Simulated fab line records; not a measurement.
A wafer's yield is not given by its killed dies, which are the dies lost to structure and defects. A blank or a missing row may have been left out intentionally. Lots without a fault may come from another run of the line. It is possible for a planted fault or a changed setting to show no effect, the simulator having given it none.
fab line records -- flow sky130 -- part 2 of 2: steps 33 to 45 of 45
record: lots: 5, wafers: 15, last_day: 48
route steps=708 shown VT_ADJUST_HVTR@137 VT_ADJUST_PCH@143 SONOS_TUNNEL@154 SONOS_ONO@168
lots that met no fault: from a run of the same line without faults
start_h: hours from the record's opening day to when the first of the lot's shown wafers began -- wait_h: time in hours since the lot's previous step -- " the same as in the row above -- L1.1+2: one row covering several wafers at once -- - either no value or no given start -- * or withheld: withheld -- < > ~ a bound
route shown NAME@n: NAME is a module with steps in the file, n the number in the route of the first one -- usual: mean/standard deviation taken from wafers without a fault -- same: alike in all rows -- chamber/n: place in a boat -- sites: the reading at each site -- _std_site: standard deviation across them -- _edge_site: the outer-site mean with the inner-site mean subtracted -- radius_mm: for every site, how far away it sits from the centre of the wafer -- mask NAME#n: copy n -- behind: the last tool/chamber to shape the wafer -- hold: cause of the lot's hold/its duration in hours/its outcome -- device: transistor that didn't switch, given as n, p or np -- end of line: tests run on the same wafers once the route is complete -- a step given without rows: its recipe and nothing more -- killed: not the wafer's yield, but the dies lost to structure and defects at the first sort -- map: dies across one wafer; x = killed, . = not, _ = none there
set.NAME: the setting as run; set.NAME@STEP: as run at that earlier step -- model.NAME: the simulator's own value behind a step, which no gauge read
certain route steps with their lots: each step a table, each wafer a row
services: when a tool's chamber went out of use (start_h, in hours from the record's first day, below 0 if earlier), for how many hours, and the reason
== steps ==
step: SKY_SONOS_ONO_THK_MEAS_01
recipe: reads: SiO2_of_SONOS_ONO_OXIDATION_00
usual: SONOS_ONO_OXIDATION_THK: 2.60/0.052
lot.wafer,tool,chamber,start_h,wait_h,SONOS_ONO_OXIDATION_THK[nm]
L075.1,film_metro-01,-,255.68,0.0,2.66
L075.4,film_metro-01,-,255.68,0.0,2.59
L075.5,film_metro-01,-,255.68,0.0,2.71
L076.3,film_metro-03,-,274.53,0.0,2.64
L076.4,film_metro-03,-,274.53,0.0,2.52
L076.5,film_metro-03,-,274.53,0.0,2.65
L077.1,film_metro-03,-,295.73,0.0,2.62
L077.5,film_metro-03,-,295.73,0.0,2.64
L077.6,film_metro-03,-,295.73,0.0,2.57
L079.1,film_metro-01,-,309.36,0.1,2.56
L079.4,film_metro-01,-,309.36,0.1,2.61
L079.6,film_metro-01,-,309.36,0.1,2.60
L089.1,film_metro-03,-,368.27,0.0,2.49
L089.4,film_metro-03,-,368.27,0.0,2.56
L089.6,film_metro-03,-,368.27,0.0,2.53
step: SKY_SONOS_ONO_CVD_02
recipe: material: Si3N4, precursor: DCS/NH3, target_thk_nm: 10.5, temp_c: 770, time_s: 180, pressure_mtorr: 250
usual: spike_tc_lower_C: 770.5/1.3
lot.wafer,tool,chamber,start_h,wait_h,spike_tc_lower_C
L075.1,lpcvd-02,1,256.93,1.2,771.0
L075.4,lpcvd-02,1,256.93,1.2,771.9
L075.5,lpcvd-02,1,256.93,1.2,769.7
L076.3,lpcvd-02,0,274.57,0.0,769.4
L076.4,lpcvd-02,0,274.57,0.0,770.9
L076.5,lpcvd-02,0,274.57,0.0,770.1
L077.1,lpcvd-02,0,295.79,0.1,768.6
L077.5,lpcvd-02,0,295.79,0.1,770.6
L077.6,lpcvd-02,0,295.79,0.1,769.4
L079.1,lpcvd-02,1,310.46,1.1,770.6
L079.4,lpcvd-02,1,310.46,1.1,769.5
L079.6,lpcvd-02,1,310.46,1.1,772.5
L089.1,lpcvd-02,0,368.49,0.2,769.1
L089.4,lpcvd-02,0,368.49,0.2,770.6
L089.6,lpcvd-02,0,368.49,0.2,770.0
step: SKY_SONOS_ONO_THK_MEAS_03
recipe: reads: Si3N4_of_SONOS_ONO_CVD_02
usual: SONOS_ONO_CVD_02_THK: 10.42/0.13
lot.wafer,tool,chamber,start_h,wait_h,SONOS_ONO_CVD_02_THK[nm]
L075.1,film_metro-01,-,257.98,0.0,10.42
L075.4,film_metro-01,-,257.98,0.0,10.35
L075.5,film_metro-01,-,257.98,0.0,10.35
L076.3,film_metro-03,-,275.64,0.0,10.39
L076.4,film_metro-03,-,275.64,0.0,10.29
L076.5,film_metro-03,-,275.64,0.0,10.52
L077.1,film_metro-03,-,296.84,0.0,10.66
L077.5,film_metro-03,-,296.84,0.0,10.69
L077.6,film_metro-03,-,296.84,0.0,10.63
L079.1,film_metro-03,-,311.51,0.0,10.60
L079.4,film_metro-03,-,311.51,0.0,10.34
L079.6,film_metro-03,-,311.51,0.0,10.59
L089.1,film_metro-01,-,369.54,0.0,10.53
L089.4,film_metro-01,-,369.54,0.0,10.58
L089.6,film_metro-01,-,369.54,0.0,10.71
step: SKY_SONOS_ONO_CVD_04
recipe: material: SiO2, precursor: SiH4/N2O, target_thk_nm: 5.7199, temp_c: 900, pressure_mtorr: 400
usual: spike_tc_lower_C: 901.1/1.2
lot.wafer,tool,chamber,start_h,wait_h,spike_tc_lower_C
L075.1,lpcvd-03,0,258.04,0.1,900.4
L075.4,lpcvd-03,0,258.04,0.1,901.3
L075.5,lpcvd-03,0,258.04,0.1,900.6
L076.3,lpcvd-03,0,275.68,0.0,900.5
L076.4,lpcvd-03,0,275.68,0.0,900.6
L076.5,lpcvd-03,0,275.68,0.0,900.0
L077.1,lpcvd-03,1,296.90,0.1,901.8
L077.5,lpcvd-03,1,296.90,0.1,901.0
L077.6,lpcvd-03,1,296.90,0.1,902.4
L079.1,lpcvd-03,1,312.40,0.9,903.8
L079.4,lpcvd-03,1,312.40,0.9,899.8
L079.6,lpcvd-03,1,312.40,0.9,901.8
L089.1,lpcvd-03,1,369.60,0.1,902.9
L089.4,lpcvd-03,1,369.60,0.1,901.6
L089.6,lpcvd-03,1,369.60,0.1,903.6
step: SKY_SONOS_ONO_THK_MEAS_05
recipe: reads: SiO2_of_SONOS_ONO_CVD_04
usual: SONOS_ONO_CVD_04_THK: 5.70/0.11
lot.wafer,tool,chamber,start_h,wait_h,SONOS_ONO_CVD_04_THK[nm]
L075.1,film_metro-03,-,259.29,0.0,5.57
L075.4,film_metro-03,-,259.29,0.0,5.61
L075.5,film_metro-03,-,259.29,0.0,5.75
L076.3,film_metro-01,-,276.95,0.0,5.46
L076.4,film_metro-01,-,276.95,0.0,5.36
L076.5,film_metro-01,-,276.95,0.0,5.37
L077.1,film_metro-03,-,298.15,0.0,5.78
L077.5,film_metro-03,-,298.15,0.0,5.75
L077.6,film_metro-03,-,298.15,0.0,5.72
L079.1,film_metro-01,-,314.39,0.1,5.81
L079.4,film_metro-01,-,314.39,0.1,5.79
L079.6,film_metro-01,-,314.39,0.1,5.77
L089.1,film_metro-03,-,370.91,0.1,5.63
L089.4,film_metro-03,-,370.91,0.1,5.79
L089.6,film_metro-03,-,370.91,0.1,5.73
step: SKY_SONOS_ONO_DEHYDRATE_06
recipe: temp_c: 200, time_s: 60
lot.wafer,tool,chamber,start_h,wait_h
L075.1+4+5,litho_track-03,0,270.56,11.3
L076.3+4+5,litho_track-03,0,288.41,11.5
L077.1+5+6,litho_track-03,0,310.26,12.1
L079.1+4+6,litho_track-04,0,326.64,12.2
L089.1+4+6,litho_track-02,0,384.41,13.5
step: SKY_SONOS_ONO_HMDS_07
recipe: prime_time_s: 60, prime_temp_c: 120
usual: prime_temp_c: 119.97/0.15
lot.wafer,tool,chamber,start_h,wait_h,prime_temp_c
L075.1,litho_track-03,0,270.71,0.1,119.92
L075.4,litho_track-03,0,270.71,0.1,119.95
L075.5,litho_track-03,0,270.71,0.1,120.01
L076.3,litho_track-03,0,288.56,0.1,119.99
L076.4,litho_track-03,0,288.56,0.1,120.03
L076.5,litho_track-03,0,288.56,0.1,119.70
L077.1,litho_track-03,0,310.41,0.1,119.99
L077.5,litho_track-03,0,310.41,0.1,120.00
L077.6,litho_track-03,0,310.41,0.1,120.16
L079.1,litho_track-04,0,326.79,0.1,119.91
L079.4,litho_track-04,0,326.79,0.1,120.06
L079.6,litho_track-04,0,326.79,0.1,119.89
L089.1,litho_track-02,0,384.56,0.1,120.12
L089.4,litho_track-02,0,384.56,0.1,120.13
L089.6,litho_track-02,0,384.56,0.1,120.27
step: SKY_SONOS_ONO_COAT_08
recipe: resist: NOVOLAK, spin_rpm: 3000, resist_thk_nm: 1140
lot.wafer,tool,chamber,start_h,wait_h
L075.1+4+5,litho_track-03,0,270.86,0.1
L076.3+4+5,litho_track-03,0,288.71,0.1
L077.1+5+6,litho_track-03,0,310.56,0.1
L079.1+4+6,litho_track-04,0,326.94,0.1
L089.1+4+6,litho_track-02,0,384.71,0.1
step: SKY_SONOS_ONO_SOFTBAKE_09
recipe: temp_c: 90, time_s: 60, resist: NOVOLAK
lot.wafer,tool,chamber,start_h,wait_h
L075.1+4+5,litho_track-03,0,271.01,0.1
L076.3+4+5,litho_track-03,0,288.86,0.1
L077.1+5+6,litho_track-03,0,310.71,0.1
L079.1+4+6,litho_track-04,0,327.09,0.1
L089.1+4+6,litho_track-02,0,384.86,0.1
step: SKY_SONOS_ONO_EXPOSE_10
recipe: mask_id: ONOM, target_cd_nm: 410, na: 0.6, source_shape: conventional, sigma_outer: 0.6, dose_mj: 150
lot.wafer,tool,chamber,start_h,wait_h,mask
L075.1+4+5,iline_stepper-02,0,-,-,ONOM#0
L076.3+4+5,iline_stepper-01,0,-,-,ONOM#0
L077.1+5+6,iline_stepper-02,0,-,-,ONOM#0
L079.1+4+6,iline_stepper-01,0,-,-,ONOM#0
L089.1+4+6,iline_stepper-01,0,-,-,ONOM#0
step: SKY_SONOS_ONO_PEB_11
recipe: temp_c: withheld, time_s: *, resist: NOVOLAK
lot.wafer,tool,chamber,start_h,wait_h
L075.1+4+5,litho_track-03,0,-,-
L076.3+4+5,litho_track-04,0,-,-
L077.1+5+6,litho_track-02,0,-,-
L079.1+4+6,litho_track-03,0,-,-
L089.1+4+6,litho_track-02,0,-,-
step: SKY_SONOS_ONO_DEVELOP_12
recipe: develop_time_s: 60, dev_temp_c: 23
lot.wafer,tool,chamber,start_h,wait_h
L075.1+4+5,litho_track-03,0,283.21,0.1
L076.3+4+5,litho_track-04,0,301.84,0.1
L077.1+5+6,litho_track-02,0,323.01,0.1
L079.1+4+6,litho_track-03,0,339.71,0.1
L089.1+4+6,litho_track-02,0,398.26,0.1
step: SKY_SONOS_ONO_CD_MEAS_13
recipe: target_cd_nm: 410
usual: cd_nm: 410.1/2.1
lot.wafer,tool,chamber,start_h,wait_h,cd_nm
L075.1,cd_sem-02,-,283.36,0.1,410.4
L075.4,cd_sem-02,-,283.36,0.1,410.7
L075.5,cd_sem-02,-,283.36,0.1,409.9
L076.3,cd_sem-01,-,301.98,0.1,410.4
L076.4,cd_sem-01,-,301.98,0.1,408.0
L076.5,cd_sem-01,-,301.98,0.1,406.6
L077.1,cd_sem-01,-,323.16,0.1,408.2
L077.5,cd_sem-01,-,323.16,0.1,411.4
L077.6,cd_sem-01,-,323.16,0.1,409.2
L079.1,cd_sem-01,-,339.86,0.1,406.4
L079.4,cd_sem-01,-,339.86,0.1,404.9
L079.6,cd_sem-01,-,339.86,0.1,406.0
L089.1,cd_sem-02,-,398.41,0.1,409.6
L089.4,cd_sem-02,-,398.41,0.1,411.5
L089.6,cd_sem-02,-,398.41,0.1,411.3
== services ==
tool,chamber,start_h,hours,kind
furnace-02,-,184.22,4.6,pm
wet_bench-02,-,190.23,4.4,pm
implanter-03,-,192.37,6.5,pm
iline_stepper-01,-,206.09,7.7,repair
furnace-02,-,211.63,4.5,pm
iline_stepper-01,-,251.25,5.8,repair
iline_stepper-02,-,258.22,1.7,pm
implanter-03,-,259.47,3.8,pm
implanter-04,-,261.23,0.9,repair
implanter-04,-,272.92,6.9,repair
plasma_asher-04,-,275.75,6.4,repair
plasma_asher-03,-,280.02,3.1,repair
implanter-04,-,287.82,3.7,repair
implanter-02,-,292.03,3.6,pm
implanter-04,-,299.49,3.0,pm
plasma_asher-02,-,311.62,1.4,repair
implanter-02,-,317.58,4.6,repair
plasma_asher-03,-,319.78,14.6,pm
plasma_asher-02,-,324.56,1.8,repair
lpcvd-02,-,333.63,6.0,pm
lpcvd-03,-,339.22,1.2,repair
iline_stepper-01,-,361.64,1.7,pm
furnace-02,-,379.12,3.2,pm
iline_stepper-01,-,389.85,0.7,repair
